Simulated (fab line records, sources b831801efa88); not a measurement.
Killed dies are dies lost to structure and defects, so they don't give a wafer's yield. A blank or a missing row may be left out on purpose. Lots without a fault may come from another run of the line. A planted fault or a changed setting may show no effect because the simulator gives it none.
fab line records | flow sfq_line | part 1 of 2: steps 1 to 22 of 31
record lots=5 wafers=15 last_day=86
route steps=325 shown I2@114 M3@118 I3@133
lots that met no fault: from a run of the same line without faults
start_h: hours from the record's first day to the start of the lot's first wafer shown | wait_h: hours since the lot's step before | " the same as in the row above | L1.1+2: a row that stands for several wafers | - no value, or no start given | * or withheld: withheld | < > ~ a bound
route shown NAME@n: a module of which the file shows steps, and the number in the route of the first | usual: mean/standard deviation of fault-free wafers | same: alike in all rows | chamber/n: place in a boat | sites: the reading at each site | _std_site: their standard deviation | _edge_site: outer sites' mean less inner sites' | radius_mm: how far each site lies from the wafer's centre | mask NAME#n: copy n | behind: the tool/chamber that last shaped the wafer | hold: why the lot was held/for how many hours/how that ended | device: the transistor (n, p or np) that didn't switch | end of line: the same wafers' tests at the end of the route | a step without rows: its recipe alone | killed: dies lost to structure and defects at the first sort, not the wafer's yield | map: a wafer's dies, x killed, . not, _ none there
set.NAME: the setting as run; set.NAME@STEP: as run at that earlier step | model.NAME: the simulator's own value behind a step, which no gauge read
lots at some steps of the route; a table a step, a row a wafer
services: from which hour (start_h, from the record's first day; less than 0 if before it) a tool's chamber was out of use, for how many hours, and why
## steps
# step SFQ_TRILAYER_I2_VIA_BARC_OPEN_VIA_ETCH_096
# recipe mask_material=PR chemistry=O2 target_depth_nm=125 target=BARC source_w=486.2 bias_w=80 pressure_mtorr=30 time_s=41.7
# usual drypump_motor_current_A=5.9/0.47 oes_product_au=0.685/0.0044
# columns lot.wafer tool chamber start_h wait_h drypump_motor_current_A oes_product_au rf_hours_counter_h
L075.1 rie_diel-03 0 478.37 0.0 6.1 0.682 0
L075.2 " 3 " " 6.3 0.686 69
L075.5 " 3 " " 6.3 0.688 -
L084.2 rie_diel-02 3 907.60 0.0 5.6 0.684 13
L084.3 " 2 " " 5.0 0.684 4
L084.4 " 0 " " 5.9 0.689 2
L088.1 rie_diel-01 2 967.60 0.0 5.5 0.683 2
L088.3 " 3 " " 5.8 0.684 7
L088.6 " 1 " " 6.3 0.684 -
L094.2 rie_diel-01 2 1106.55 0.0 5.5 0.686 4
L094.5 " 3 " " 5.8 0.679 -
L094.6 " 0 " " 6.7 0.686 -
L096.1 rie_diel-01 1 1112.55 0.0 6.3 0.692 12
L096.2 " 0 " " 6.7 0.685 5
L096.4 " 2 " " 5.5 0.686 4
# step SFQ_TRILAYER_I2_VIA_ETCH_VIA_ETCH_070
# recipe target=SiO2 stop_on=Nb mask_material=PR taper_deg=20 chemistry=CHF3 target_depth_nm=260 source_w=500 bias_w=80 pressure_mtorr=30 time_s=withheld
# usual drypump_motor_current_A=5.9/0.47 oes_product_au=0.853/0.0048
# columns lot.wafer tool chamber start_h wait_h drypump_motor_current_A oes_product_au
L075.1 rie_diel-03 0 478.41 0.0 6.1 0.852
L075.2 " 3 " " 6.3 0.864
L075.5 " 3 " " 6.3 0.855
L084.2 rie_diel-02 3 907.64 0.0 5.6 0.859
L084.3 " 2 " " 5.0 0.852
L084.4 " 0 " " 5.9 0.851
L088.1 rie_diel-01 2 967.64 0.0 5.5 0.859
L088.3 " 3 " " 5.8 0.854
L088.6 " 1 " " 6.3 0.854
L094.2 rie_diel-01 2 1106.59 0.0 5.4 0.850
L094.5 " 3 " " 5.8 0.859
L094.6 " 0 " " 6.7 0.860
L096.1 rie_diel-01 1 1112.59 0.0 6.3 0.847
L096.2 " 0 " " 6.8 0.845
L096.4 " 2 " " 5.5 0.854
# step SFQ_TRILAYER_I2_VIA_STRIP_STRIP_071
# recipe gas=O2 power_w=200 platen_temp_c=40 overash_fraction=0.65 chemistry=O2 pressure_mtorr=50
# usual drypump_motor_current_A=5.8/0.59 he_backside_leak_sccm=3.4/0.32 oes_product_au=0.999/0.0073
# columns lot.wafer tool chamber start_h wait_h drypump_motor_current_A he_backside_leak_sccm oes_product_au rf_hours_counter_h
L075.1 rie_metal-04 0 478.53 - 4.8 3.5 0.992 66
L075.2 " 1 " " 5.8 3.1 1.005 61
L075.5 " 1 " " 5.8 3.2 1.011 -
L084.2 rie_metal-04 1 907.76 - 5.8 2.8 0.997 117
L084.3 " 1 " " 5.7 3.0 0.994 -
L084.4 " 0 " " 4.8 3.3 0.994 -
L088.1 rie_metal-04 1 967.76 - 5.8 3.4 0.999 131
L088.3 " 0 " " 4.8 3.4 1.003 -
L088.6 " 1 " " 5.8 3.1 1.006 -
L094.2 rie_metal-03 0 1106.70 - 6.6 3.4 0.987 87
L094.5 " 1 " " 6.1 3.6 0.995 -
L094.6 " 0 " " 6.7 3.5 0.990 -
L096.1 rie_metal-04 1 1112.70 - 5.8 3.0 0.985 11
L096.2 " 0 " " 4.8 3.3 1.006 16
L096.4 " 0 " " 4.8 3.0 1.002 -
# step SFQ_TRILAYER_I2_VIA_STRIP_SOLV_CLEAN_072
# recipe chemistry=NMP temp_c=70 time_s=600
# columns lot.wafer tool chamber start_h wait_h
L075.1+2+5 wet_bench-03 3,5,4 479.13 0.4
L084.2+3+4 wet_bench-04 7,1,6 908.36 0.4
L088.1+3+6 wet_bench-01 4,5,1 968.36 0.4
L094.2+5+6 wet_bench-03 3,2,4 1107.30 0.4
L096.1+2+4 wet_bench-03 5,4,0 1113.30 0.4
# step SFQ_TRILAYER_M3_DEP_PRE_CLEAN_074
# recipe gas=Ar time_s=22.5 bias_v=250
# columns lot.wafer tool chamber start_h wait_h
L075.1+2+5 pvd_sputter-06 - 479.30 0.0
L084.2+3+4 pvd_sputter-05 - 908.53 0.0
L088.1+3+6 pvd_sputter-06 - 968.71 0.0
L094.2+5+6 pvd_sputter-04 - 1107.49 0.0
L096.1+2+4 pvd_sputter-06 - 1113.49 0.0
# step SFQ_TRILAYER_M3_DEP_SPUTTER_073
# recipe material=Nb base_pressure_pa=1.33e-06 chamber_pressure_pa=0.1333 substrate_temp_c=20 resputter_cathode_voltage_v=400 target_thk_nm=200 power_w=2050 time_s=133.3
# usual chamber_pressure_pa=0.1333/0.00023 throttle_valve_pct=29.6/1.1
# columns lot.wafer tool chamber start_h wait_h chamber_pressure_pa throttle_valve_pct
L075.1 pvd_sputter-06 - 479.33 0.0 0.13378 30.2
L075.2 " - " " 0.13313 29.3
L075.5 " - " " 0.13301 28.1
L084.2 pvd_sputter-05 - 908.56 0.0 0.13302 31.4
L084.3 " - " " 0.13392 28.2
L084.4 " - " " 0.13297 30.2
L088.1 pvd_sputter-06 - 968.73 0.0 0.13369 29.1
L088.3 " - " " 0.13327 30.5
L088.6 " - " " 0.13338 28.1
L094.2 pvd_sputter-04 - 1107.52 0.0 0.13316 30.1
L094.5 " - " " 0.13326 28.9
L094.6 " - " " 0.13332 29.3
L096.1 pvd_sputter-06 - 1113.52 0.0 0.13326 28.2
L096.2 " - " " 0.13338 28.8
L096.4 " - " " 0.13306 30.5
# step SFQ_M3_RS_MEAS_919
# recipe thk_meas_gauge=four-point-probe reads=Nb_of_TRILAYER_M3_DEP_SPUTTER_073
# usual M3_NB_RS=0.869/0.0087
# columns lot.wafer tool chamber start_h wait_h M3_NB_RS[ohm/sq]
L075.1 film_metro-02 - 479.42 0.0 0.877
L075.2 " - " " 0.876
L075.5 " - " " 0.875
L084.2 film_metro-03 - 908.67 0.1 0.884
L084.3 " - " " 0.874
L084.4 " - " " 0.879
L088.1 film_metro-03 - 968.83 0.0 0.879
L088.3 " - " " 0.880
L088.6 " - " " 0.883
L094.2 film_metro-03 - 1107.63 0.1 0.858
L094.5 " - " " 0.857
L094.6 " - " " 0.862
L096.1 film_metro-02 - 1113.61 0.0 0.858
L096.2 " - " " 0.876
L096.4 " - " " 0.860
# step SFQ_TRILAYER_M3_LITHO_COAT_080
# recipe resist=BARC spin_rpm=3000 resist_thk_nm=62
# usual exhaust_pa=45.1/0.94 resist_line_temp_C=23.01/0.096
# columns lot.wafer tool chamber start_h wait_h exhaust_pa resist_line_temp_C
L075.1 litho_track-01 0 479.60 0.1 47.3 22.99
L075.2 " 0 " " 45.7 23.16
L075.5 " 0 " " 45.0 23.19
L084.2 litho_track-02 0 908.88 0.1 45.2 23.14
L084.3 " 0 " " 45.8 22.99
L084.4 " 0 " " 45.7 22.94
L088.1 litho_track-01 0 969.01 0.1 46.2 23.02
L088.3 " 0 " " 45.7 22.85
L088.6 " 0 " " 46.1 22.97
L094.2 litho_track-04 0 1107.84 0.1 44.2 23.16
L094.5 " 0 " " 44.2 23.09
L094.6 " 0 " " 44.3 23.12
L096.1 litho_track-01 0 1113.79 0.1 44.7 22.92
L096.2 " 0 " " 46.1 22.96
L096.4 " 0 " " 45.9 22.88
# step SFQ_TRILAYER_M3_LITHO_COAT_075
# recipe resist=KrF spin_rpm=3000 resist_thk_nm=600
# usual exhaust_pa=44.9/0.89 resist_line_temp_C=23.00/0.12
# columns lot.wafer tool chamber start_h wait_h exhaust_pa resist_line_temp_C
L075.1 litho_track-01 0 479.90 0.2 44.8 23.03
L075.2 " 0 " " 45.8 22.99
L075.5 " 0 " " 45.6 22.92
L084.2 litho_track-02 0 909.18 0.2 46.0 23.06
L084.3 " 0 " " 44.9 23.04
L084.4 " 0 " " 46.1 23.03
L088.1 litho_track-01 0 969.31 0.2 44.6 22.83
L088.3 " 0 " " 43.9 22.94
L088.6 " 0 " " 44.6 23.06
L094.2 litho_track-04 0 1108.14 0.2 44.9 22.89
L094.5 " 0 " " 45.4 22.99
L094.6 " 0 " " 44.5 23.07
L096.1 litho_track-01 0 1114.09 0.2 45.0 22.82
L096.2 " 0 " " 44.8 22.92
L096.4 " 0 " " 44.3 23.00
# step SFQ_TRILAYER_M3_LITHO_SOFTBAKE_079
# recipe temp_c=withheld time_s=withheld resist=KrF
# usual exhaust_pa=44.8/0.82 resist_line_temp_C=*
# columns lot.wafer tool chamber start_h wait_h exhaust_pa resist_line_temp_C
L075.1 litho_track-01 0 480.20 0.2 45.6 *
L075.2 " 0 " " 44.8 *
L075.5 " 0 " " 45.1 *
L084.2 litho_track-02 0 909.46 0.2 44.7 *
L084.3 " 0 " " 45.0 *
L084.4 " 0 " " 45.2 *
L088.1 litho_track-01 0 969.61 0.2 44.7 *
L088.3 " 0 " " 45.5 *
L088.6 " 0 " " 45.6 *
L094.2 litho_track-04 0 1108.42 0.2 44.4 *
L094.5 " 0 " " 43.8 *
L094.6 " 0 " " 44.1 *
L096.1 litho_track-01 0 1114.39 0.2 44.7 *
L096.2 " 0 " " 45.4 *
L096.4 " 0 " " 46.1 *
# step SFQ_TRILAYER_M3_LITHO_EXPOSE_076
# recipe mask_id=M3 na=0.6 source_shape=conventional sigma_outer=0.65 target_cd_nm=500 dose_mj=14.4
# columns lot.wafer tool chamber start_h wait_h mask
L075.1+2+5 krf_scanner-01 0 640.61 - M3#0
L084.2+3+4 krf_scanner-02 0 917.60 - M3#0
L088.1+3+6 krf_scanner-02 0 1106.21 - M3#0
L094.2+5+6 krf_scanner-02 0 1128.01 - M3#0
L096.1+2+4 krf_scanner-02 0 1130.21 - M3#0
# step SFQ_TRILAYER_M3_LITHO_PEB_078
# recipe peb_temp_c=115 peb_time_s=60 resist=KrF
# usual exhaust_pa=45.0/0.96 heater_power_total_W=79.16/0.067 plate_temp_C=115.02/0.14 resist_line_temp_C=23.00/0.11
# columns lot.wafer tool chamber start_h wait_h exhaust_pa heater_power_total_W plate_temp_C resist_line_temp_C
L075.1 litho_track-01 0 641.81 1.0 45.2 79.14 115.00 23.08
L075.2 " 0 " " 45.4 79.24 115.18 23.12
L075.5 " 0 " " 44.7 79.17 114.94 23.02
L084.2 litho_track-02 0 918.63 0.8 45.0 79.19 115.06 22.90
L084.3 " 0 " " 45.9 79.22 115.23 22.89
L084.4 " 0 " " 45.7 79.15 114.91 23.12
L088.1 litho_track-01 0 1107.41 1.0 44.0 79.24 114.66 23.06
L088.3 " 0 " " 44.9 79.17 114.87 22.97
L088.6 " 0 " " 44.1 79.10 114.88 22.99
L094.2 litho_track-01 0 1129.04 0.8 45.7 79.03 114.96 22.98
L094.5 " 0 " " 44.1 79.18 115.07 22.90
L094.6 " 0 " " 44.8 79.18 115.10 22.90
L096.1 litho_track-04 0 1131.41 1.0 45.0 79.21 114.76 22.91
L096.2 " 0 " " 45.6 79.18 115.03 22.98
L096.4 " 0 " " 43.9 79.16 114.89 23.02
# step SFQ_TRILAYER_M3_LITHO_DEVELOP_077
# recipe time_s=60 resist=KrF
# usual exhaust_pa=45.1/0.88 resist_line_temp_C=23.03/0.11
# columns lot.wafer tool chamber start_h wait_h exhaust_pa resist_line_temp_C
L075.1 litho_track-01 0 641.96 0.1 45.2 23.09
L075.2 " 0 " " 44.0 23.18
L075.5 " 0 " " 43.5 23.00
L084.2 litho_track-02 0 918.78 0.1 46.1 23.03
L084.3 " 0 " " 46.4 23.04
L084.4 " 0 " " 45.6 23.08
L088.1 litho_track-01 0 1107.56 0.1 44.8 23.10
L088.3 " 0 " " 43.8 22.93
L088.6 " 0 " " 45.8 23.10
L094.2 litho_track-01 0 1129.19 0.1 45.8 23.19
L094.5 " 0 " " 46.1 23.24
L094.6 " 0 " " 45.9 23.14
L096.1 litho_track-04 0 1131.56 0.1 45.7 23.11
L096.2 " 0 " " 43.5 23.04
L096.4 " 0 " " 44.4 22.99
# step SFQ_M3_OVL_MEAS_921
# usual M3_OVL=-1/5.1
# columns lot.wafer tool chamber start_h wait_h M3_OVL[nm]
L075.1 overlay-02 - 642.11 0.1 11
L075.2 " - " " 3
L075.5 " - " " 6
L084.2 overlay-01 - 918.91 0.1 -6
L084.3 " - " " -4
L084.4 " - " " 0
L088.1 overlay-01 - 1107.71 0.1 -4
L088.3 " - " " -1
L088.6 " - " " -1
L094.2 overlay-02 - 1129.32 0.1 -6
L094.5 " - " " -10
L094.6 " - " " -3
L096.1 overlay-02 - 1131.71 0.1 -7
L096.2 " - " " 2
L096.4 " - " " -4
# step SFQ_TRILAYER_M3_BARC_OPEN_METAL_ETCH_100
# recipe mask_material=PR chemistry=O2 target_depth_nm=125 target=BARC icp_w=600 bias_w=80 pressure_mtorr=10 time_s=41.7
# usual drypump_motor_current_A=5.6/0.51 he_backside_leak_sccm=3.5/0.43 oes_product_au=0.685/0.0046
# columns lot.wafer tool chamber start_h wait_h drypump_motor_current_A he_backside_leak_sccm oes_product_au rf_hours_counter_h
L075.1 rie_metal-04 1 642.15 0.0 5.8 3.0 0.688 82
L075.2 " 0 " " 4.8 3.3 0.679 91
L075.5 " 1 " " 5.8 2.7 0.686 -
L084.2 rie_metal-04 0 919.04 0.1 4.8 3.6 0.689 129
L084.3 " 1 " " 5.8 3.2 0.686 -
L084.4 " 0 " " 4.8 3.5 0.687 -
L088.1 rie_metal-01 1 1107.75 0.0 6.2 3.3 0.689 3
L088.3 " 0 " " 5.3 3.3 0.681 -
L088.6 " 1 " " 6.2 3.6 0.679 -
L094.2 rie_metal-02 1 1129.35 0.0 5.2 3.8 0.689 16
L094.5 " 0 " " 6.1 3.3 0.690 -
L094.6 " 1 " " 5.2 3.8 0.676 -
L096.1 rie_metal-04 0 1131.75 0.0 4.8 3.4 0.688 20
L096.2 " 1 " " 5.8 3.3 0.682 14
L096.4 " 0 " " 4.8 3.3 0.685 -
# step SFQ_TRILAYER_M3_ETCH_METAL_ETCH_078
# recipe target=Nb stop_on=SiO2 mask_material=PR chemistry=Cl2/Ar target_depth_nm=240 icp_w=600 bias_w=80 pressure_mtorr=10 time_s=120
# usual drypump_motor_current_A=5.6/0.51 he_backside_leak_sccm=3.4/0.35 oes_product_au=0.906/0.0064
# columns lot.wafer tool chamber start_h wait_h drypump_motor_current_A he_backside_leak_sccm oes_product_au rf_hours_counter_h
L075.1 rie_metal-04 1 642.21 0.0 5.8 3.5 0.903 82
L075.2 " 0 " " 4.8 3.4 0.905 91
L075.5 " 1 " " 5.8 3.3 0.905 -
L084.2 rie_metal-04 0 919.10 0.0 4.8 3.4 0.900 129
L084.3 " 1 " " 5.8 3.5 0.912 -
L084.4 " 0 " " 4.8 3.4 0.898 -
L088.1 rie_metal-01 1 1107.81 0.0 6.2 3.3 0.895 3
L088.3 " 0 " " 5.3 3.1 0.903 -
L088.6 " 1 " " 6.2 3.4 0.902 -
L094.2 rie_metal-02 1 1129.41 0.0 5.1 3.7 0.905 17
L094.5 " 0 " " 6.1 3.2 0.914 -
L094.6 " 1 " " 5.2 3.7 0.905 -
L096.1 rie_metal-04 0 1131.81 0.0 4.8 3.3 0.904 20
L096.2 " 1 " " 5.7 3.5 0.905 14
L096.4 " 0 " " 4.8 3.4 0.917 -
# step SFQ_TRILAYER_M3_STRIP_STRIP_079
# recipe gas=O2 power_w=200 platen_temp_c=40 overash_fraction=0.65 chemistry=O2 pressure_mtorr=50
# usual drypump_motor_current_A=5.6/0.51 he_backside_leak_sccm=3.47/0.28 oes_product_au=1.000/0.0066
# columns lot.wafer tool chamber start_h wait_h drypump_motor_current_A he_backside_leak_sccm oes_product_au rf_hours_counter_h
L075.1 rie_metal-04 1 642.33 0.1 5.8 3.20 0.999 83
L075.2 " 0 " " 4.8 3.14 1.008 91
L075.5 " 1 " " 5.7 3.12 1.004 -
L084.2 rie_metal-04 0 919.22 0.1 4.8 3.58 0.998 129
L084.3 " 1 " " 5.7 3.58 1.002 -
L084.4 " 0 " " 4.8 3.72 0.995 -
L088.1 rie_metal-01 1 1107.93 0.1 6.2 3.41 1.011 3
L088.3 " 0 " " 5.3 3.10 1.013 -
L088.6 " 1 " " 6.2 3.35 1.002 -
L094.2 rie_metal-02 1 1129.53 0.1 5.2 3.62 0.991 17
L094.5 " 0 " " 6.1 3.25 1.000 -
L094.6 " 1 " " 5.2 3.51 0.996 -
L096.1 rie_metal-04 0 1131.93 0.1 4.8 3.34 1.005 20
L096.2 " 1 " " 5.8 3.59 1.003 14
L096.4 " 0 " " 4.8 3.47 1.005 -
# step SFQ_TRILAYER_M3_STRIP_SOLV_CLEAN_080
# recipe chemistry=NMP temp_c=70 time_s=600
# columns lot.wafer tool chamber start_h wait_h
L075.1+2+5 wet_bench-03 3,0,4 642.93 0.4
L084.2+3+4 wet_bench-02 3,1,7 919.82 0.4
L088.1+3+6 wet_bench-02 6,7,4 1108.53 0.4
L094.2+5+6 wet_bench-04 5,6,7 1130.13 0.4
L096.1+2+4 wet_bench-04 7,0,5 1132.53 0.4
# step SFQ_TRILAYER_I3_DEP_PECVD_081
# recipe material=SiO2 temp_c=150 time_s=111.11 pressure_torr=2.4 rf_w=183.3 precursor=SiH4/N2O target_thk_nm=500
# usual heater_power_w=81/10 throttle_valve_pct=25.0/1.3
# columns lot.wafer tool chamber start_h wait_h heater_power_w throttle_valve_pct
L075.1 pecvd-03 0 643.11 0.0 90 24.2
L075.2 " 2 " " 95 26.5
L075.5 " 0 " " 90 24.0
L084.2 pecvd-03 0 920.00 0.0 83 24.7
L084.3 " 1 " " 83 26.0
L084.4 " 1 " " 68 26.2
L088.1 pecvd-03 0 1108.73 0.0 84 24.6
L088.3 " 1 " " 85 26.1
L088.6 " 1 " " 68 26.1
L094.2 pecvd-03 0 1130.31 0.0 80 24.8
L094.5 " 2 " " 83 27.1
L094.6 " 1 " " 76 26.0
L096.1 pecvd-03 2 1132.71 0.0 91 27.2
L096.2 " 1 " " 78 26.0
L096.4 " 2 " " 95 27.1
# step SFQ_TRILAYER_I3_CMP_CMP_082
# recipe material=SiO2 down_force_psi=3 platen_rpm=60 pad_velocity_m_s=0.94248
# usual head_pressure_psi=3.001/0.0069 motor_current_A=10.3/1.1 time_to_endpoint_s=213/6.8
# columns lot.wafer tool chamber start_h wait_h head_pressure_psi motor_current_A time_to_endpoint_s
L075.2 cmp-01 1 648.48 5.3 2.991 10.5 218
L075.1 " 3 649.48 6.3 2.996 10.5 213
L075.5 " 1 650.48 7.3 3.008 10.4 223
L084.2 cmp-01 0 920.64 0.6 3.002 10.9 208
L084.3 " 1 " " 2.993 9.8 198
L084.4 " 2 " " 3.008 8.1 207
L088.3 cmp-02 2 1117.00 8.2 2.999 10.8 210
L088.1 " 3 " " 3.009 12.1 205
L088.6 " 2 1119.00 10.2 3.000 10.3 213
L094.2 cmp-02 0 1132.19 1.8 3.002 10.0 209
L094.5 " 0 1134.19 3.8 3.000 9.6 211
L094.6 " 1 " " 2.994 11.1 222
L096.2 cmp-01 2 1136.99 4.2 3.012 7.8 210
L096.4 " 3 " " 2.998 9.5 215
L096.1 " 0 " " 3.005 10.5 210
# step SFQ_I3_BOW_MEAS_922
# recipe mode=bow
# usual I3_BOW=0/9.2
# columns lot.wafer tool chamber start_h wait_h I3_BOW[um]
L075.1 film_metro-01 - 650.98 1.0 6
L075.2 " - " " -6
L075.5 " - " " 5
L084.2 film_metro-01 - 923.66 2.5 -14
L084.3 " - " " -10
L084.4 " - " " -10
L088.1 film_metro-04 - 1119.50 1.5 6
L088.3 " - " " 8
L088.6 " - " " 14
L094.2 film_metro-01 - 1135.21 2.5 -9
L094.5 " - " " -11
L094.6 " - " " -14
L096.1 film_metro-04 - 1139.99 1.5 7
L096.2 " - " " 1
L096.4 " - " " 12
# step SFQ_TRILAYER_I3_METRO_MEASURE_083
# usual thk_nm=199.6/0.92
# columns lot.wafer tool chamber start_h wait_h thk_nm
L075.1 film_metro-01 - 651.10 0.1 198.7
L075.2 " - " " 198.7
L075.5 " - " " 199.8
L084.2 film_metro-01 - 923.96 0.3 201.0
L084.3 " - " " 199.5
L084.4 " - " " 199.6
L088.1 film_metro-04 - 1119.62 0.1 199.6
L088.3 " - " " 199.9
L088.6 " - " " 201.1
L094.2 film_metro-01 - 1135.51 0.3 200.1
L094.5 " - " " 200.1
L094.6 " - " " 199.1
L096.1 film_metro-04 - 1140.11 0.1 198.9
L096.2 " - " " 198.2
L096.4 " - " " 198.9
